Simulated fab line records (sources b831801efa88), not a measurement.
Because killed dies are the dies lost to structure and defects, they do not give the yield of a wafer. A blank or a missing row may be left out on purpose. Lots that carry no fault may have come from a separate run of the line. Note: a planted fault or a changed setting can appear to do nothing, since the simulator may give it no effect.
Check for tools in common | flow sky130 | Sample size 10 lots and 29 wafers

## THE REASON FOR OPENING IT
At SKY_METAL2_RS_MEAS_05 the reading METAL2_ALCU_RS is flagged on 2 of 10 lots. Wafers without a fault read 0.1269 ohm/sq, standard deviation 0.0012.
Rule: a lot gets a flag if all its wafers with a number sit over 4 standard deviations from that mean, or if no wafer of it has a number. The rest of the lots are taken to be sound.

lot  | measured     | on            | METAL2_ALCU_RS (ohm/sq), wafer by wafer | flag
L612 | day 34 14:02 | film-metro-02 | 0.1263 0.1260 0.1248                    |
L615 | day 35 10:31 | film-metro-04 | 0.1287 0.1270 0.1274                    |
L614 | day 35 13:37 | film-metro-01 | 0.1265 0.1255 0.1273                    |
L618 | day 36 05:50 | film-metro-02 | 0.1331 0.1325 0.1324                    | FLAGGED
L620 | day 36 18:53 | film-metro-01 | 0.1335 0.1333                           | FLAGGED
L622 | day 37 16:06 | film-metro-04 | 0.1255 0.1258 0.1266                    |
L623 | day 38 01:01 | film-metro-02 | 0.1265 0.1259 0.1263                    |
L624 | day 38 03:44 | film-metro-04 | 0.1264 0.1267 0.1258                    |
L630 | day 40 01:05 | film-metro-02 | 0.1266 0.1258 0.1259                    |
L635 | day 41 03:58 | film-metro-01 | 0.1258 0.1262 0.1250                    |
Average over the flagged lots: 0.1330 ohm/sq; offset from the usual +0.0061 ohm/sq, equal to +5 standard deviations.

## TOOL THAT RAN EACH LOT
3 process steps preceding the reading are held in the record, out of 708 steps in the route. Each cell gives the tool, then ch followed by the chambers the sampled wafers passed through, then the start.
lot  | flag    | SKY_VIA1_ETCH_15                   | SKY_METAL2_SPUTTER_01        | SKY_METAL2_SPUTTER_02
L612 |         | rie-diel-03 ch 1,2,3, day 34 12:35 | pvd-sputter-01, day 34 13:55 | pvd-sputter-01, day 34 13:56
L615 |         | rie-diel-03 ch 0,3, day 35 09:01   | pvd-sputter-01, day 35 10:19 | pvd-sputter-01, day 35 10:21
L614 |         | rie-diel-03 ch 0,2, day 35 12:10   | pvd-sputter-01, day 35 13:31 | pvd-sputter-01, day 35 13:32
L618 | FLAGGED | rie-diel-03 ch 0,1,2, day 36 04:23 | pvd-sputter-01, day 36 05:43 | pvd-sputter-01, day 36 05:44
L620 | FLAGGED | rie-diel-01 ch 0,1, day 36 17:27   | pvd-sputter-01, day 36 18:45 | pvd-sputter-01, day 36 18:47
L622 |         | rie-diel-03 ch 1,2, day 37 14:41   | pvd-sputter-03, day 37 15:59 | pvd-sputter-03, day 37 16:01
L623 |         | rie-diel-03 ch 0,2,3, day 37 23:35 | pvd-sputter-04, day 38 00:53 | pvd-sputter-04, day 38 00:55
L624 |         | rie-diel-04 ch 0,1,2, day 38 02:16 | pvd-sputter-03, day 38 03:36 | pvd-sputter-03, day 38 03:37
L630 |         | rie-diel-03 ch 1,2, day 39 23:34   | pvd-sputter-03, day 40 00:57 | pvd-sputter-03, day 40 00:58
L635 |         | rie-diel-04 ch 0,1,3, day 41 02:08 | pvd-sputter-04, day 41 03:49 | pvd-sputter-04, day 41 03:50
What is done by these steps:
- SKY_VIA1_ETCH_15: etches SiO2 in C4F8/O2/Ar, stops on TiN, target depth 351 nm, time 54 s.
- SKY_METAL2_SPUTTER_01: material TiN, target thk 20 nm, time 16.7 s.
- SKY_METAL2_SPUTTER_02: material AlCu, target thk 250 nm, time 13.3 s.
- SKY_METAL2_RS_MEAS_05: measures by four-point-probe.

## FLAGGED OVER TOTAL, TOOL BY TOOL (the gauges that took the reading come last)
step                  | tool           | lots run | flagged | share of the flagged lots | sound lots run after its first flagged lot
SKY_VIA1_ETCH_15      | rie-diel-01    | 1        | 1       | some                      | 0
SKY_VIA1_ETCH_15      | rie-diel-03    | 7        | 1       | some                      | 3 (L622,L623,L630)
SKY_VIA1_ETCH_15      | rie-diel-04    | 2        | 0       | none                      | -
SKY_METAL2_SPUTTER_01 | pvd-sputter-01 | 5        | 2       | all                       | 0
SKY_METAL2_SPUTTER_01 | pvd-sputter-03 | 3        | 0       | none                      | -
SKY_METAL2_SPUTTER_01 | pvd-sputter-04 | 2        | 0       | none                      | -
SKY_METAL2_SPUTTER_02 | pvd-sputter-01 | 5        | 2       | all                       | 0
SKY_METAL2_SPUTTER_02 | pvd-sputter-03 | 3        | 0       | none                      | -
SKY_METAL2_SPUTTER_02 | pvd-sputter-04 | 2        | 0       | none                      | -
SKY_METAL2_RS_MEAS_05 | film-metro-01  | 3        | 1       | some                      | 1 (L635)
SKY_METAL2_RS_MEAS_05 | film-metro-02  | 4        | 1       | some                      | 2 (L623,L630)
SKY_METAL2_RS_MEAS_05 | film-metro-04  | 3        | 0       | none                      | -

## THE TABLE: WHAT IT ALLOWS
pvd-sputter-01 at SKY_METAL2_SPUTTER_01 and pvd-sputter-01 at SKY_METAL2_SPUTTER_02 are the 2 rows of the table that ran each flagged lot.
- pvd-sputter-01 at SKY_METAL2_SPUTTER_01: 2 of its 5 lots flagged. It ran its last sound lot, L614, at day 35 13:31 and its first flagged lot, L618, at day 36 05:43: a fault with its onset between the two fits.
- pvd-sputter-01 at SKY_METAL2_SPUTTER_02: 2 of its 5 lots flagged. It ran its last sound lot, L614, at day 35 13:32 and its first flagged lot, L618, at day 36 05:44: a fault with its onset between the two fits.
pvd-sputter-01 at SKY_METAL2_SPUTTER_01 and SKY_METAL2_SPUTTER_02 is the single tool remaining.

## WHAT THE SIMULATOR HAD PUT IN
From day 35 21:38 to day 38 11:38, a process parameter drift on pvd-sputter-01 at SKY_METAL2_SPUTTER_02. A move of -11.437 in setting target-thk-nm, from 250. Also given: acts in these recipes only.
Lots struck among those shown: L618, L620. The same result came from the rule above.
